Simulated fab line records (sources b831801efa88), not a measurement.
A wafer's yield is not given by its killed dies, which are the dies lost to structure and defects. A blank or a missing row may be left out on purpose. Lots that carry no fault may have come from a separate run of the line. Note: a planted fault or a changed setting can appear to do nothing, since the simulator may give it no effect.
Code-filled problem report in 8D (eight disciplines) form || flow gf180mcu || the parts of the form that need people (team, actions taken, sign-off) are left out

## 1. THE ISSUE
Wafers free of any fault read 300 nm (standard deviation 3.1) for CONTACT_CVD_00_THK at GF_CONTACT_THK_MEAS_01, against a mean of 151 nm on 6 wafers of 2 lots. That puts it -48 standard deviations away from the usual mean.
First seen on wafer L921.2, day 20 08:22, on film-metro-01. At this step, 39 wafers from 13 lots have a number in the record. Rule for "out", or "out of limits": more than 4 standard deviations from the usual mean. All remaining wafers that have a number are taken as sound.

## 2. WHAT IT IS AND WHAT IT IS NOT
{"question": "which readings at this step", "is": "CONTACT_CVD_00_THK", "is not": "-"}
{"question": "which lots", "is": "L921, L922", "is not": "L908, L909, L910, L911, L913, L915, L916, L919, L920, L929, L930"}
{"question": "which wafers of those lots", "is": "all that have a number", "is not": "-"}
{"question": "read on which gauges", "is": "film-metro-01, film-metro-02", "is not": "film-metro-04"}
{"question": "when", "is": "from day 20 08:22", "is not": "up to then (27 sound wafers); but 6 sound wafers of L929, L930 came after"}

## 3. SUSPECTS, AND WHAT RULES EACH OUT
Counting: a tool at a process step up to the reading stays a suspect if it ran every lot that is out and no sound lot after the first of them.
- the gauge at GF_CONTACT_THK_MEAS_01: ruled out. Those wafers that are out were read across 2 gauges (film-metro-01, film-metro-02).
- hdpcvd-01 at GF_CONTACT_CVD_00 (deposits SiO2, target thk 300 nm, time 50 s): ruled out as a lasting fault. Sound lots L929 ran on it after its first lot that is out, L921 (day 20 08:19).
Left after counting: nothing in the record.

## 4. THE CAUSE (what the simulator had put in)
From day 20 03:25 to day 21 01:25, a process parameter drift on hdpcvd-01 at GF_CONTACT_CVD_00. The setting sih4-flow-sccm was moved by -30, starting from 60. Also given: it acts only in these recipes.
It was ruled out by counting, in error; the rule expects a fault to strike all lots run on its tool from its start on, and this fault did not.

## 5. SEQUENCE OF EFFECTS, ordered by route
Each row: a reading where the mean over the struck wafers with a number is more than 3 standard deviations away from the usual. Readings are gone through only where the record gives a usual standard deviation; hours: the median, over the lots, of the time from a lot's start at the first step in this table giving one to that lot's start at this step; sigmas: the change measured in usual standard deviations.
{"hours": 0, "step": "GF_CONTACT_CVD_00", "reading": "sih4-flow-sccm", "usual": "59.99 sccm", "on struck wafers": 30.02, "change": -29.97, "sigmas": "-99 or more"}
{"hours": 0, "step": "GF_CONTACT_THK_MEAS_01", "reading": "CONTACT_CVD_00_THK", "usual": "300 nm", "on struck wafers": 151, "change": -149, "sigmas": -48}
{"hours": "-", "step": "GF_CONTACT_ETCH_17", "reading": "oes-product-au", "usual": "0.815 a.u.", "on struck wafers": 0.739, "change": -0.076, "sigmas": -17}
It contains these process steps:
- GF_CONTACT_CVD_00: deposits SiO2, target thk 300 nm, time 50 s.
- GF_CONTACT_ETCH_17: etches SiO2 in C4F8/O2/Ar, stops on CoSi2, target depth 860 nm.
Later steps that measure or inspect, where all struck wafers having a row at the step show a number for every such reading and not one has moved that far: GF_CONTACT_OVL_MEAS_15, GF_M1_CD_MEAS_14, GF_V1_THK_MEAS_01.

## 6. HOW IT WOULD HAVE BEEN CAUGHT EARLIER
The first out-of-limits reading at a measuring or inspecting step in this record came at day 20 08:22, 5 hours after the fault's start at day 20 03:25.
At GF_CONTACT_CVD_00, the tool's own readings (sih4-flow-sccm) were out on each struck wafer the step has a row for, so an alarm limit on them would have fired on the first such wafer.
